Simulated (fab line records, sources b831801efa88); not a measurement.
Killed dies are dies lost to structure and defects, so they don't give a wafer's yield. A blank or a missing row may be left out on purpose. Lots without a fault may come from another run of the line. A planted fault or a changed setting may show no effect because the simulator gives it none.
fab line records | flow sky130 | part 2 of 2: steps 26 to 36 of 36
record lots=5 wafers=15 last_day=49
route steps=708 shown VT_ADJUST_HVTR@131 VT_ADJUST_PCH@143 SONOS_TUNNEL@154
lots that met no fault: from a run of the same line without faults
start_h: hours from the record's first day to the start of the lot's first wafer shown | wait_h: hours since the lot's step before | " the same as in the row above | L1.1+2: a row that stands for several wafers | - no value, or no start given | * or withheld: withheld | < > ~ a bound
route shown NAME@n: a module of which the file shows steps, and the number in the route of the first | usual: mean/standard deviation of fault-free wafers | same: alike in all rows | chamber/n: place in a boat | sites: the reading at each site | _std_site: their standard deviation | _edge_site: outer sites' mean less inner sites' | radius_mm: how far each site lies from the wafer's centre | mask NAME#n: copy n | behind: the tool/chamber that last shaped the wafer | hold: why the lot was held/for how many hours/how that ended | device: the transistor (n, p or np) that didn't switch | end of line: the same wafers' tests at the end of the route | a step without rows: its recipe alone | killed: dies lost to structure and defects at the first sort, not the wafer's yield | map: a wafer's dies, x killed, . not, _ none there
set.NAME: the setting as run; set.NAME@STEP: as run at that earlier step | model.NAME: the simulator's own value behind a step, which no gauge read
lots at some steps of the route; a table a step, a row a wafer
services: from which hour (start_h, from the record's first day; less than 0 if before it) a tool's chamber was out of use, for how many hours, and why
## steps
# step SKY_SONOS_TUNNEL_COAT_02
# recipe resist=NOVOLAK spin_rpm=2972 resist_thk_nm=1140
# usual chill_plate_temp_C=22.99/0.091
# columns lot.wafer tool chamber start_h wait_h chill_plate_temp_C
L074.4 litho_track-01 0 235.28 0.1 23.09
L074.5 " 0 " " 23.05
L074.6 " 0 " " 23.13
L079.1 litho_track-03 0 267.62 0.1 22.86
L079.2 " 0 " " 22.89
L079.6 " 0 " " 22.84
L078.1 litho_track-03 0 269.37 0.1 22.85
L078.3 " 0 " " 23.02
L078.6 " 0 " " 23.05
L085.4 litho_track-03 0 315.89 0.1 22.97
L085.5 " 0 " " 22.96
L085.6 " 0 " " 22.83
L092.1 litho_track-02 0 373.07 0.1 23.14
L092.2 " 0 " " 23.08
L092.5 " 0 " " 23.00
# step SKY_SONOS_TUNNEL_SOFTBAKE_03
# recipe temp_c=90 time_s=60 resist=NOVOLAK
# usual chill_plate_temp_C=23.01/0.096
# same time_s=60
# columns lot.wafer tool chamber start_h wait_h chill_plate_temp_C
L074.4 litho_track-01 0 235.43 0.1 23.19
L074.5 " 0 " " 23.00
L074.6 " 0 " " 23.02
L079.1 litho_track-03 0 267.77 0.1 23.00
L079.2 " 0 " " 23.07
L079.6 " 0 " " 22.94
L078.1 litho_track-03 0 269.52 0.1 22.86
L078.3 " 0 " " 22.94
L078.6 " 0 " " 22.84
L085.4 litho_track-03 0 316.04 0.1 22.92
L085.5 " 0 " " 23.07
L085.6 " 0 " " 23.05
L092.1 litho_track-02 0 373.22 0.1 23.11
L092.2 " 0 " " 23.03
L092.5 " 0 " " 23.02
# step SKY_SONOS_TUNNEL_EXPOSE_04
# recipe mask_id=TUNM na=0.6 source_shape=conventional sigma_outer=0.6 polarization=unpolarized target_cd_nm=410 dose_mj=136
# columns lot.wafer tool chamber start_h wait_h mask
L074.4+5+6 iline_stepper-01 0 - - TUNM#0
L079.1+2+6 iline_stepper-01 0 - - TUNM#0
L078.1+3+6 iline_stepper-02 0 - - TUNM#0
L085.4+5+6 iline_stepper-01 0 - - TUNM#0
L092.1+2+5 iline_stepper-02 0 - - TUNM#0
# step SKY_SONOS_TUNNEL_PEB_05
# recipe temp_c=withheld time_s=* resist=NOVOLAK
# usual chill_plate_temp_C=*
# same time_s=*
# columns lot.wafer tool chamber start_h wait_h chill_plate_temp_C
L074.4 litho_track-03 0 - - *
L074.5 " 0 " " *
L074.6 " 0 " " *
L079.1 litho_track-02 0 - - *
L079.2 " 0 " " *
L079.6 " 0 " " *
L078.1 litho_track-02 0 - - *
L078.3 " 0 " " *
L078.6 " 0 " " *
L085.4 litho_track-03 0 - - *
L085.5 " 0 " " *
L085.6 " 0 " " *
L092.1 litho_track-01 0 - - *
L092.2 " 0 " " *
L092.5 " 0 " " *
# step SKY_SONOS_TUNNEL_DEVELOP_06
# recipe resist=NOVOLAK developer=TMAH develop_time_s=60 dev_temp_c=23
# usual chill_plate_temp_C=22.98/0.093 developer_temp_C=23.01/0.12
# same develop_time_s=60
# columns lot.wafer tool chamber start_h wait_h chill_plate_temp_C developer_temp_C
L074.4 litho_track-03 0 247.44 0.1 23.01 23.01
L074.5 " 0 " " 23.02 22.91
L074.6 " 0 " " 22.93 23.04
L079.1 litho_track-02 0 279.62 0.1 22.88 22.98
L079.2 " 0 " " 22.98 23.04
L079.6 " 0 " " 22.84 23.14
L078.1 litho_track-02 0 281.97 0.1 22.96 23.06
L078.3 " 0 " " 22.87 23.01
L078.6 " 0 " " 22.90 23.03
L085.4 litho_track-03 0 328.79 0.1 22.98 23.04
L085.5 " 0 " " 22.97 22.83
L085.6 " 0 " " 23.08 23.00
L092.1 litho_track-01 0 387.31 0.1 22.97 23.03
L092.2 " 0 " " 23.11 23.02
L092.5 " 0 " " 23.06 22.87
# step SKY_SONOS_TUNNEL_CD_MEAS_07
# recipe target_cd_nm=410
# usual cd_nm=410.3/2.4
# columns lot.wafer tool chamber start_h wait_h cd_nm
L074.4 cd_sem-01 - 247.58 0.1 408.7
L074.5 " - " " 410.4
L074.6 " - " " 410.4
L079.1 cd_sem-01 - 279.77 0.1 413.2
L079.2 " - " " 413.1
L079.6 " - " " 414.2
L078.1 cd_sem-01 - 282.13 0.1 407.3
L078.3 " - " " 407.3
L078.6 " - " " 406.7
L085.4 cd_sem-01 - 328.93 0.1 411.9
L085.5 " - " " 411.0
L085.6 " - " " 412.3
L092.1 cd_sem-02 - 387.46 0.1 411.1
L092.2 " - " " 411.9
L092.5 " - " " 413.4
# step SKY_SONOS_TUNNEL_OVL_MEAS_08
# usual SONOS_TUNNEL_OVL=0.7/1.4
# columns lot.wafer tool chamber start_h wait_h SONOS_TUNNEL_OVL[nm]
L074.4 overlay-01 - 247.65 0.1 -2.1
L074.5 " - " " -0.3
L074.6 " - " " -1.4
L079.1 overlay-02 - 279.89 0.1 0.4
L079.2 " - " " 2.9
L079.6 " - " " 1.7
L078.1 overlay-01 - 282.25 0.1 0.9
L078.3 " - " " 1.6
L078.6 " - " " 1.4
L085.4 overlay-01 - 329.00 0.1 1.0
L085.5 " - " " 0.1
L085.6 " - " " 0.1
L092.1 overlay-02 - 387.58 0.1 -1.5
L092.2 " - " " -0.3
L092.5 " - " " -0.4
# step SKY_SONOS_TUNNEL_IMPLANT_09
# recipe species=B energy_kev=20 dose_cm2=1e+12 tilt_deg=withheld
# usual beam_on_s=10.01/0.22
# columns lot.wafer tool chamber start_h wait_h beam_on_s
L074.4 implanter-03 0 247.75 0.1 9.79
L074.5 " 0 " " 10.06
L074.6 " 0 " " 10.03
L079.1 implanter-04 0 279.93 0.0 9.85
L079.2 " 0 " " 9.93
L079.6 " 0 " " 9.91
L078.1 implanter-04 0 282.29 0.0 10.21
L078.3 " 0 " " 9.97
L078.6 " 0 " " 10.00
L085.4 implanter-02 0 329.10 0.1 10.21
L085.5 " 0 " " 9.89
L085.6 " 0 " " 9.94
L092.1 implanter-04 0 387.61 0.0 10.15
L092.2 " 0 " " 10.19
L092.5 " 0 " " 10.15
# step SKY_SONOS_TUNNEL_WET_ETCH_10
# recipe chemistry=dHF target_depth_nm=14 target=SiO2 dilution=100:1 temp_c=25 time_s=280
# usual bath_heat_duty_pct=7.0/0.8
# same time_s=280
# columns lot.wafer tool chamber start_h wait_h bath_heat_duty_pct
L074.4 wet_bench-01 3 247.82 0.1 6.0
L074.5 " 3 " " 6.3
L074.6 " 3 " " 6.1
L079.1 wet_bench-02 2 280.08 0.1 8.0
L079.2 " 2 " " 7.1
L079.6 " 2 " " 8.0
L078.1 wet_bench-04 3 282.44 0.1 7.4
L078.3 " 3 " " 7.3
L078.6 " 3 " " 8.0
L085.4 wet_bench-02 0 329.17 0.1 8.1
L085.5 " 0 " " 7.5
L085.6 " 0 " " 8.4
L092.1 wet_bench-04 3 387.76 0.1 8.1
L092.2 " 3 " " 8.0
L092.5 " 3 " " 7.6
# step SKY_SONOS_TUNNEL_STRIP_11
# recipe chemistry=SPM time_s=600 temp_c=130
# usual bath_heat_duty_pct=15.6/1.7
# same time_s=600
# columns lot.wafer tool chamber start_h wait_h bath_heat_duty_pct
L074.4 wet_bench-04 1 247.91 0.0 14.9
L074.5 " 1 " " 14.3
L074.6 " 1 " " 15.7
L079.1 wet_bench-04 1 280.17 0.0 15.8
L079.2 " 1 " " 15.6
L079.6 " 1 " " 15.2
L078.1 wet_bench-01 2 282.52 0.0 14.2
L078.3 " 2 " " 15.2
L078.6 " 2 " " 14.4
L085.4 wet_bench-01 1 329.26 0.0 17.3
L085.5 " 1 " " 17.9
L085.6 " 1 " " 17.9
L092.1 wet_bench-01 3 387.94 0.0 14.7
L092.2 " 3 " " 13.8
L092.5 " 3 " " 14.0
# step SKY_SONOS_TUNNEL_TW_MEAS_12
# usual SONOS_TUNNEL_TW=198.5/2.1
# columns lot.wafer tool chamber start_h wait_h SONOS_TUNNEL_TW
L074.4 film_metro-02 - 248.11 0.0 201.1
L074.5 " - " " 201.5
L074.6 " - " " 201.4
L079.1 film_metro-02 - 280.35 0.0 200.0
L079.2 " - " " 199.5
L079.6 " - " " 199.8
L078.1 film_metro-03 - 282.70 0.0 196.9
L078.3 " - " " 197.2
L078.6 " - " " 197.5
L085.4 film_metro-04 - 329.48 0.0 195.7
L085.5 " - " " 196.3
L085.6 " - " " 196.4
L092.1 film_metro-03 - 388.11 0.0 196.7
L092.2 " - " " 196.1
L092.5 " - " " 195.6
## services
# columns tool chamber start_h hours kind
plasma_asher-04 - 184.13 0.9 repair
plasma_asher-01 - 193.14 4.3 pm
plasma_asher-04 - 196.42 8.0 repair
plasma_asher-01 - 199.96 8.8 repair
plasma_asher-03 - 207.13 0.5 repair
plasma_asher-01 - 207.85 0.4 repair
iline_stepper-01 - 209.06 1.7 pm
implanter-02 - 210.11 1.8 repair
plasma_asher-04 - 229.68 6.0 repair
plasma_asher-04 - 250.60 13.1 repair
implanter-02 - 252.24 7.3 repair
implanter-03 - 267.18 0.7 repair
implanter-03 - 269.45 5.8 pm
plasma_asher-03 - 287.53 2.8 pm
iline_stepper-02 - 289.66 1.7 pm
implanter-01 - 296.16 3.7 repair
plasma_asher-04 - 296.92 14.6 pm
plasma_asher-03 - 299.26 14.6 pm
implanter-03 - 314.12 19.8 pm
implanter-01 - 317.97 2.5 repair
implanter-01 - 329.86 2.3 repair
iline_stepper-02 - 348.80 1.1 repair
implanter-04 - 359.79 3.1 pm
iline_stepper-02 - 380.51 1.7 repair
